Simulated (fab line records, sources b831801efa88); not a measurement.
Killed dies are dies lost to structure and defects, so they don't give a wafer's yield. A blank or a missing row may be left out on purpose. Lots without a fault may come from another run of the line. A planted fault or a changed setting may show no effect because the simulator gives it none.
Problem report in the 8D (eight disciplines) form, filled by code | flow gf180mcu | the parts of the form that need people (team, actions taken, sign-off) are left out

1. THE PROBLEM
HV_LDD_CVD_56_THK at GF_HV_LDD_THK_MEAS_57 reads a mean of 84.7 nm on 6 wafers of 2 lots; wafers without a fault read 90.5 nm with a standard deviation of 0.85. That is -6.9 standard deviations from the usual mean.
First seen on wafer L165.1, day 13 22:23, on film_metro-03. The record holds 36 wafers of 12 lots with a number at this step. Rule for "out", or "out of limits": more than 4 standard deviations from the usual mean. The other wafers with a number count as sound.

2. WHAT IT IS AND WHAT IT IS NOT
question                    | is                           | is not
which readings at this step | HV_LDD_CVD_56_THK            | -
which lots                  | L165, L169                   | L162, L163, L164, L168, L174, L175, L177, L178, L182, L183
which wafers of those lots  | all that have a number       | -
read on which gauges        | film_metro-01, film_metro-03 | film_metro-02
when                        | from day 13 22:23            | up to then (9 sound wafers); but 21 sound wafers of L168, L174, L175, L177, L178, L182, L183 came after

3. SUSPECTS, AND WHAT RULES EACH OUT
Counting: a tool at a process step up to the reading stays a suspect if it ran every lot that is out and no sound lot after the first of them.
- the gauge at GF_HV_LDD_THK_MEAS_57: ruled out. The wafers that are out were read on 2 gauges (film_metro-01, film_metro-03).
- rie_diel-03 at GF_POLY_GATE_ETCH_12 (etches BARC in N2/H2): kept. It ran every lot that is out, first L165 (day 10 11:20), and no sound lot after that; its last sound lot up to then is L163 (day 9 18:26).
- lpcvd-02 at GF_HV_LDD_CVD_56 (deposits Si3N4 from DCS/NH3, target thk 90 nm, time 1543 s): ruled out as a lasting fault. Sound lots L175, L174 ran on it after its first lot that is out, L165 (day 13 20:58).
Left after counting: rie_diel-03 at GF_POLY_GATE_ETCH_12.

4. THE CAUSE (what the simulator had put in)
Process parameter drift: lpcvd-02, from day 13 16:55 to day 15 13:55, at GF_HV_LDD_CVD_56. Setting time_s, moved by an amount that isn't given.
Counting ruled it out, wrongly: the rule takes a fault to strike every lot that its tool runs from its start on, and this one did not.

5. THE CHAIN OF EFFECTS, in route order
Each row: a reading whose mean over the struck wafers that have a number lies more than 3 standard deviations from the usual. Only readings for which the record gives a usual standard deviation are gone through. hours: the time from each lot's start at the first step in this table that gives one to its start at this step, as a median over the lots. sigmas: the change in usual standard deviations.
hours | step                  | reading           | usual      | on struck wafers | change | sigmas
0     | GF_HV_LDD_THK_MEAS_57 | HV_LDD_CVD_56_THK | 90.5 nm    | 84.7             | -5.8   | -6.9
0     | GF_HV_LDD_ETCHBACK_58 | oes_product_au    | 0.845 a.u. | 0.815            | -0.030 | -4.7
The process steps in it:
- GF_HV_LDD_ETCHBACK_58: etches Si3N4 in CH3F/O2, stops on SiO2, time 100 s, target depth 90 nm.

6. WHAT WOULD HAVE CAUGHT IT SOONER
In this record the first reading out of limits at a measuring or inspecting step was taken at day 13 22:23, 5 hours after the fault began at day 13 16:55.
Of the tool readings at GF_HV_LDD_CVD_56 for which the record gives a usual standard deviation, none was out on any struck wafer, so an alarm limit of 4 standard deviations on them would not have fired.
